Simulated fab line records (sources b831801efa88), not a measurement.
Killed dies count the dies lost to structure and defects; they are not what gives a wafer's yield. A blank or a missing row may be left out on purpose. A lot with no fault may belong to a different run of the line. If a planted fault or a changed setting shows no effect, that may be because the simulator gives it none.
fab line records | flow sky130
[record] lots = 12 | wafers = 36 | last_day = 50
route steps=708 shown LDD_P@262 SD_N@351 LI_CONTACT@363
lots that met no fault: taken from a fault-free run of the same line
start_h: start of the lot's first displayed wafer, in hours after the record's first day | wait_h: hours elapsed since this lot's preceding step | " as in the row above | L1.1+2: several wafers, shown together as one row | - no value, or no start was given | * or withheld: withheld | < > ~ a bound
route shown NAME@n: names a module that has steps shown in the file, with the first one's number in the route | usual: mean and standard deviation over wafers with no fault | same: alike in all rows | chamber/n: place in a boat | sites: per-site readings | _std_site: standard deviation across them | _edge_site: mean of outer sites minus mean of inner sites | radius_mm: how far each site lies from the wafer's centre | mask NAME#n: copy n | behind: the tool/chamber that last shaped the wafer | hold: cause of the lot's hold/its duration in hours/its outcome | device: names the non-switching transistor (n, p or np) | end of line: the same wafers' tests at the end of the route | step lacking rows: just its recipe | killed: the dies lost at the first sort to structure and to defects; this is not the yield of the wafer | map: per-die view of a wafer (x killed, . not killed, _ where there is no die)
set.NAME: setting as actually run; set.NAME@STEP: the setting as run at that earlier step | model.NAME: the simulator's own value behind a step, which no gauge read
route steps across a sampled set of lots; one table per step, one row per wafer
services: a tool's chamber out of use, with start hour (start_h, from the record's first day; less than 0 if before it), hours out, and reason
[[steps]]
[step SKY_LDD_P_CD_MEAS_07]
[recipe] target_cd_nm = 380
[usual] cd_nm = 379.3/2.6
lot.wafer | tool      | chamber | start_h | wait_h | cd_nm
L464.1    | cd_sem-02 | -       | 443.73  | 0.1    | 380.1
L464.5    | "         | -       | "       | "      | 379.1
L464.6    | "         | -       | "       | "      | 380.3
L465.2    | cd_sem-01 | -       | 455.25  | 0.1    | 380.7
L465.4    | "         | -       | "       | "      | 381.1
L465.5    | "         | -       | "       | "      | 379.5
L466.1    | cd_sem-01 | -       | 465.27  | 0.1    | 377.7
L466.3    | "         | -       | "       | "      | 378.5
L466.5    | "         | -       | "       | "      | 380.1
L469.2    | cd_sem-02 | -       | 487.75  | 0.1    | 382.8
L469.4    | "         | -       | "       | "      | 379.6
L469.6    | "         | -       | "       | "      | 378.9
L470.1    | cd_sem-01 | -       | 508.81  | 0.1    | 378.2
L470.5    | "         | -       | "       | "      | 377.7
L470.6    | "         | -       | "       | "      | 379.7
L478.1    | cd_sem-02 | -       | 569.16  | 0.1    | 384.4
L478.2    | "         | -       | "       | "      | 382.6
L478.3    | "         | -       | "       | "      | 383.7
L479.2    | cd_sem-01 | -       | 580.35  | 0.1    | 373.8
L479.4    | "         | -       | "       | "      | 374.7
L479.5    | "         | -       | "       | "      | 373.8
L480.3    | cd_sem-01 | -       | 587.92  | 0.1    | 378.3
L480.4    | "         | -       | "       | "      | 378.6
L480.5    | "         | -       | "       | "      | 375.8
L481.1    | cd_sem-01 | -       | 607.48  | 0.1    | 378.6
L481.2    | "         | -       | "       | "      | 379.6
L481.5    | "         | -       | "       | "      | 379.2
L482.3    | cd_sem-02 | -       | 607.82  | 0.1    | 379.8
L482.4    | "         | -       | "       | "      | 378.7
L482.5    | "         | -       | "       | "      | 379.9
L483.1    | cd_sem-02 | -       | 616.33  | 0.1    | 376.6
L483.2    | "         | -       | "       | "      | 376.0
L483.4    | "         | -       | "       | "      | 375.0
L485.2    | cd_sem-01 | -       | 624.70  | 0.1    | 379.8
L485.3    | "         | -       | "       | "      | 384.1
L485.5    | "         | -       | "       | "      | 383.7
[step SKY_SD_N_IMPLANT_09]
[recipe] species = As | energy_kev = 50 | dose_cm2 = 4e+15 | tilt_deg = 0
[usual] beam_energy_keV = 50.001/0.016
lot.wafer | tool         | chamber | start_h | wait_h | beam_energy_keV
L464.1    | implanter-04 | 0       | 657.32  | 0.0    | 49.999
L464.5    | "            | 0       | "       | "      | 50.035
L464.6    | "            | 0       | "       | "      | 50.027
L465.2    | implanter-02 | 0       | 668.23  | 0.1    | 50.003
L465.4    | "            | 0       | "       | "      | 50.023
L465.5    | "            | 0       | "       | "      | 50.012
L466.1    | implanter-03 | 0       | 674.62  | 0.0    | 50.015
L466.3    | "            | 0       | "       | "      | 50.011
L466.5    | "            | 0       | "       | "      | 50.022
L469.2    | implanter-03 | 0       | 698.69  | 0.0    | 45.362
L469.4    | "            | 0       | "       | "      | 45.358
L469.6    | "            | 0       | "       | "      | 45.349
L470.1    | implanter-03 | 0       | 717.12  | 0.0    | 45.367
L470.5    | "            | 0       | "       | "      | 45.363
L470.6    | "            | 0       | "       | "      | 45.374
L478.1    | implanter-03 | 0       | 772.52  | 0.0    | 49.993
L478.2    | "            | 0       | "       | "      | 49.992
L478.3    | "            | 0       | "       | "      | 50.028
L479.2    | implanter-03 | 0       | 783.92  | 0.0    | 50.007
L479.4    | "            | 0       | "       | "      | 49.989
L479.5    | "            | 0       | "       | "      | 49.989
L480.3    | implanter-04 | 0       | 791.44  | 0.1    | 50.001
L480.4    | "            | 0       | "       | "      | 50.010
L480.5    | "            | 0       | "       | "      | 49.991
L481.1    | implanter-02 | 0       | 808.89  | 0.0    | 50.012
L481.2    | "            | 0       | "       | "      | 50.000
L481.5    | "            | 0       | "       | "      | 50.003
L482.3    | implanter-02 | 0       | 811.27  | 0.1    | 49.982
L482.4    | "            | 0       | "       | "      | 49.998
L482.5    | "            | 0       | "       | "      | 49.976
L483.1    | implanter-03 | 0       | 816.74  | 0.0    | 49.999
L483.2    | "            | 0       | "       | "      | 49.971
L483.4    | "            | 0       | "       | "      | 49.990
L485.2    | implanter-03 | 0       | 823.74  | 0.0    | 50.007
L485.3    | "            | 0       | "       | "      | 50.010
L485.5    | "            | 0       | "       | "      | 49.979
[step SKY_SD_N_STRIP_11]
[recipe] chemistry = O2/N2 | power_w = 1400 | pressure_mtorr = 1500 | platen_temp_c = withheld | o2_flow_sccm = 3000 | n2_flow_sccm = 300 | overash_fraction = 0.5
[usual] drypump_motor_current_A = 5.9/0.42 | o2_flow_sccm = 2999/9.5 | oes_product_au = 0.527/0.0045 | strip_time_to_endpoint_s = 22.53/0.052
lot.wafer | tool            | chamber | start_h | wait_h | drypump_motor_current_A | o2_flow_sccm | oes_product_au | rf_hours_counter_h | strip_time_to_endpoint_s
L464.1    | plasma_asher-04 | 0       | 657.62  | 0.1    | 5.2                     | 3006         | 0.531          | 23                 | 22.49
L464.5    | "               | 1       | "       | "      | 6.0                     | 2991         | 0.523          | -                  | 22.52
L464.6    | "               | 0       | "       | "      | 5.2                     | 3006         | 0.529          | -                  | 22.55
L465.2    | plasma_asher-03 | 0       | 668.50  | 0.1    | 5.5                     | 2987         | 0.521          | 87                 | 22.60
L465.4    | "               | 1       | "       | "      | 5.9                     | 2992         | 0.528          | -                  | 22.57
L465.5    | "               | 0       | "       | "      | 5.5                     | 3003         | 0.522          | -                  | 22.62
L466.1    | plasma_asher-04 | 1       | 674.92  | 0.1    | 6.0                     | 2989         | 0.524          | 25                 | 22.59
L466.3    | "               | 1       | "       | "      | 6.0                     | 2996         | 0.529          | -                  | 22.60
L466.5    | "               | 0       | "       | "      | 5.3                     | 2997         | 0.523          | -                  | 22.58
L469.2    | plasma_asher-03 | 1       | 698.97  | 0.1    | 6.0                     | 3006         | 0.542          | 91                 | 21.85
L469.4    | "               | 0       | "       | "      | 5.5                     | 2996         | 0.533          | -                  | 21.83
L469.6    | "               | 0       | "       | "      | 5.5                     | 2995         | 0.531          | -                  | 21.82
L470.1    | plasma_asher-03 | 1       | 717.42  | 0.1    | 5.9                     | 3002         | 0.544          | 93                 | 21.85
L470.5    | "               | 1       | "       | "      | 5.9                     | 3008         | 0.537          | -                  | 21.88
L470.6    | "               | 0       | "       | "      | 5.5                     | 2998         | 0.541          | -                  | 21.89
L478.1    | plasma_asher-03 | 1       | 772.82  | 0.1    | 5.9                     | 3007         | 0.526          | 98                 | 22.59
L478.2    | "               | 0       | "       | "      | 5.5                     | 2994         | 0.525          | 98                 | 22.56
L478.3    | "               | 1       | "       | "      | 5.9                     | 3000         | 0.529          | -                  | 22.59
L479.2    | plasma_asher-04 | 0       | 784.19  | 0.1    | 5.2                     | 2994         | 0.531          | 35                 | 22.54
L479.4    | "               | 0       | "       | "      | 5.2                     | 2996         | 0.533          | -                  | 22.53
L479.5    | "               | 1       | "       | "      | 5.9                     | 3007         | 0.519          | -                  | 22.54
L480.3    | plasma_asher-03 | 1       | 791.72  | 0.1    | 5.9                     | 3001         | 0.535          | -                  | 22.60
L480.4    | "               | 0       | "       | "      | 5.5                     | 2986         | 0.525          | -                  | 22.58
L480.5    | "               | 0       | "       | "      | 5.5                     | 2989         | 0.531          | -                  | 22.58
L481.1    | plasma_asher-01 | 1       | 809.19  | 0.1    | 6.5                     | 2999         | 0.532          | 69                 | 22.60
L481.2    | "               | 0       | "       | "      | 6.3                     | 3020         | 0.530          | 69                 | 22.60
L481.5    | "               | 1       | "       | "      | 6.5                     | 2996         | 0.541          | -                  | 22.56
L482.3    | plasma_asher-03 | 0       | 811.55  | 0.1    | 5.5                     | 2994         | 0.528          | -                  | 22.44
L482.4    | "               | 1       | "       | "      | 5.9                     | 2994         | 0.530          | -                  | 22.51
L482.5    | "               | 1       | "       | "      | 6.0                     | 2999         | 0.536          | -                  | 22.49
L483.1    | plasma_asher-01 | 0       | 817.04  | 0.1    | 6.2                     | 3004         | 0.527          | 70                 | 22.52
L483.2    | "               | 1       | "       | "      | 6.5                     | 2996         | 0.530          | 70                 | 22.52
L483.4    | "               | 1       | "       | "      | 6.5                     | 2995         | 0.531          | -                  | 22.53
L485.2    | plasma_asher-01 | 1       | 824.02  | 0.1    | 6.5                     | 3006         | 0.533          | 71                 | 22.55
L485.3    | "               | 0       | "       | "      | 6.3                     | 3009         | 0.524          | -                  | 22.52
L485.5    | "               | 0       | "       | "      | 6.3                     | 3007         | 0.523          | -                  | 22.59
[step SKY_SD_N_RS_MEAS_16]
[recipe] thk_meas_gauge = four-point-probe
[usual] SD_N_RS = 68.59/0.1
lot.wafer | tool          | chamber | start_h | wait_h | SD_N_RS[ohm/sq]
L464.1    | film_metro-01 | -       | 658.01  | 0.1    | 68.59
L464.5    | "             | -       | "       | "      | 68.42
L464.6    | "             | -       | "       | "      | 68.51
L465.2    | film_metro-04 | -       | 668.91  | 0.1    | 68.58
L465.4    | "             | -       | "       | "      | 68.43
L465.5    | "             | -       | "       | "      | 68.54
L466.1    | film_metro-01 | -       | 675.31  | 0.1    | 68.51
L466.3    | "             | -       | "       | "      | 68.56
L466.5    | "             | -       | "       | "      | 68.35
L469.2    | film_metro-02 | -       | 699.37  | 0.1    | 72.01
L469.4    | "             | -       | "       | "      | 72.05
L469.6    | "             | -       | "       | "      | 71.81
L470.1    | film_metro-02 | -       | 717.81  | 0.1    | 72.20
L470.5    | "             | -       | "       | "      | 72.14
L470.6    | "             | -       | "       | "      | 72.17
L478.1    | film_metro-04 | -       | 773.20  | 0.1    | 68.60
L478.2    | "             | -       | "       | "      | 68.67
L478.3    | "             | -       | "       | "      | 68.51
L479.2    | film_metro-04 | -       | 784.59  | 0.1    | 68.80
L479.4    | "             | -       | "       | "      | 68.71
L479.5    | "             | -       | "       | "      | 68.50
L480.3    | film_metro-01 | -       | 792.12  | 0.1    | 68.60
L480.4    | "             | -       | "       | "      | 68.53
L480.5    | "             | -       | "       | "      | 68.51
L481.1    | film_metro-01 | -       | 809.57  | 0.1    | 68.61
L481.2    | "             | -       | "       | "      | 68.60
L481.5    | "             | -       | "       | "      | 68.63
L482.3    | film_metro-01 | -       | 811.94  | 0.1    | 68.49
L482.4    | "             | -       | "       | "      | 68.42
L482.5    | "             | -       | "       | "      | 68.58
L483.1    | film_metro-02 | -       | 817.43  | 0.1    | 68.60
L483.2    | "             | -       | "       | "      | 68.65
L483.4    | "             | -       | "       | "      | 68.79
L485.2    | film_metro-04 | -       | 824.42  | 0.1    | 68.59
L485.3    | "             | -       | "       | "      | 68.62
L485.5    | "             | -       | "       | "      | 68.61
[step SKY_LI_CONTACT_THK_MEAS_01]
[recipe] reads = PSG_of_LI_CONTACT_HDPCVD_00
[usual] LI_CONTACT_HDPCVD_THK = 926/11
lot.wafer | tool          | chamber | start_h | wait_h | LI_CONTACT_HDPCVD_THK[nm]
L464.1    | film_metro-02 | -       | 658.49  | 0.1    | 901
L464.5    | "             | -       | "       | "      | 911
L464.6    | "             | -       | "       | "      | 904
L465.2    | film_metro-02 | -       | 669.38  | 0.1    | 904
L465.4    | "             | -       | "       | "      | 919
L465.5    | "             | -       | "       | "      | 916
L466.1    | film_metro-01 | -       | 675.79  | 0.1    | 938
L466.3    | "             | -       | "       | "      | 928
L466.5    | "             | -       | "       | "      | 926
L469.2    | film_metro-04 | -       | 699.84  | 0.1    | 930
L469.4    | "             | -       | "       | "      | 942
L469.6    | "             | -       | "       | "      | 937
L470.1    | film_metro-02 | -       | 718.29  | 0.1    | 935
L470.5    | "             | -       | "       | "      | 939
L470.6    | "             | -       | "       | "      | 934
L478.1    | film_metro-01 | -       | 773.68  | 0.1    | 938
L478.2    | "             | -       | "       | "      | 932
L478.3    | "             | -       | "       | "      | 938
L479.2    | film_metro-01 | -       | 785.06  | 0.1    | 941
L479.4    | "             | -       | "       | "      | 924
L479.5    | "             | -       | "       | "      | 936
L480.3    | film_metro-01 | -       | 792.58  | 0.1    | 928
L480.4    | "             | -       | "       | "      | 913
L480.5    | "             | -       | "       | "      | 927
L481.1    | film_metro-04 | -       | 810.05  | 0.1    | 927
L481.2    | "             | -       | "       | "      | 913
L481.5    | "             | -       | "       | "      | 926
L482.3    | film_metro-04 | -       | 812.40  | 0.1    | 928
L482.4    | "             | -       | "       | "      | 921
L482.5    | "             | -       | "       | "      | 930
L483.1    | film_metro-02 | -       | 817.91  | 0.1    | 938
L483.2    | "             | -       | "       | "      | 931
L483.4    | "             | -       | "       | "      | 916
L485.2    | film_metro-01 | -       | 824.89  | 0.1    | 925
L485.3    | "             | -       | "       | "      | 922
L485.5    | "             | -       | "       | "      | 918
[step SKY_LI_CONTACT_THK_MEAS_23]
[recipe] thk_meas_gauge = xrf | reads = W_of_LI_CONTACT_CVD_21
[usual] LI_CONTACT_W_THK = 395/6.2
lot.wafer | tool          | chamber | start_h | wait_h | LI_CONTACT_W_THK[nm]
L464.1    | film_metro-01 | -       | 687.63  | 0.1    | 390
L464.5    | "             | -       | "       | "      | 387
L464.6    | "             | -       | "       | "      | 397
L465.2    | film_metro-01 | -       | 699.68  | 0.1    | 392
L465.4    | "             | -       | "       | "      | 398
L465.5    | "             | -       | "       | "      | 395
L466.1    | film_metro-01 | -       | 705.56  | 0.1    | 401
L466.3    | "             | -       | "       | "      | 395
L466.5    | "             | -       | "       | "      | 397
L469.2    | film_metro-02 | -       | 729.87  | 0.1    | 393
L469.4    | "             | -       | "       | "      | 395
L469.6    | "             | -       | "       | "      | 392
L470.1    | film_metro-04 | -       | 747.21  | 0.1    | 393
L470.5    | "             | -       | "       | "      | 390
L470.6    | "             | -       | "       | "      | 392
L478.1    | film_metro-04 | -       | 802.71  | 0.1    | 402
L478.2    | "             | -       | "       | "      | 391
L478.3    | "             | -       | "       | "      | 407
L479.2    | film_metro-04 | -       | 813.79  | 0.1    | 389
L479.4    | "             | -       | "       | "      | 389
L479.5    | "             | -       | "       | "      | 391
L480.3    | film_metro-02 | -       | 822.11  | 0.1    | 392
L480.4    | "             | -       | "       | "      | 390
L480.5    | "             | -       | "       | "      | 387
L481.1    | film_metro-02 | -       | 839.55  | 0.1    | 394
L481.2    | "             | -       | "       | "      | 394
L481.5    | "             | -       | "       | "      | 395
L482.3    | film_metro-04 | -       | 841.47  | 0.1    | 395
L482.4    | "             | -       | "       | "      | 398
L482.5    | "             | -       | "       | "      | 397
L483.1    | film_metro-01 | -       | 846.35  | 0.1    | 408
L483.2    | "             | -       | "       | "      | 401
L483.4    | "             | -       | "       | "      | 397
L485.2    | film_metro-01 | -       | 853.21  | 0.1    | 396
L485.3    | "             | -       | "       | "      | 394
L485.5    | "             | -       | "       | "      | 397
[[services]]
tool            | chamber | start_h | hours | kind
plasma_asher-01 | -       | 671.89  | 0.4   | repair
plasma_asher-04 | -       | 679.80  | 14.6  | pm
implanter-03    | -       | 709.98  | 3.0   | pm
implanter-04    | -       | 711.90  | 2.2   | repair
implanter-03    | -       | 723.92  | 3.9   | pm
plasma_asher-01 | -       | 727.87  | 5.4   | repair
plasma_asher-03 | -       | 728.32  | 3.5   | repair
plasma_asher-04 | -       | 778.07  | 1.8   | repair
plasma_asher-03 | -       | 789.14  | 1.6   | repair
implanter-04    | -       | 813.04  | 4.9   | repair
implanter-04    | -       | 820.86  | 2.0   | repair
[[key]]
[first_sign] step = SKY_SD_N_IMPLANT_09 | reading = beam_energy_keV | direction = down | sigmas = 99+ | usual = * | struck = *
[effect] step = SKY_SD_N_STRIP_11 | reading = strip_time_to_endpoint_s | direction = down | sigmas = 13 | usual = * | struck = *
[effect] step = SKY_SD_N_RS_MEAS_16 | reading = SD_N_RS | direction = up | sigmas = 34 | usual = 68.59 | struck = 72.06
met_at SKY_SD_N_IMPLANT_09
struck_lots L469,L470
tester_left_out L469,L470
not_acting_at SKY_LDD_P_CD_MEAS_07,SKY_LI_CONTACT_THK_MEAS_01,SKY_LI_CONTACT_THK_MEAS_23
onset_between 674.62 698.69
[fault] kind = process_parameter_drift | tool = implanter-03 | chamber = - | onset_h = 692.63 | steps = SKY_SD_N_IMPLANT_09 | channel = energy_kev | offset = * | shape = step | end_h = 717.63 | acts_in = * | stated = *
// tester_left_out: of these lots the tester's yield and bins aren't shown, on N5 and GAA mostly nor the transistor test; their killed dies are dies lost to structure and defects alone, not to doping, threshold or leakage, so they don't give the yield
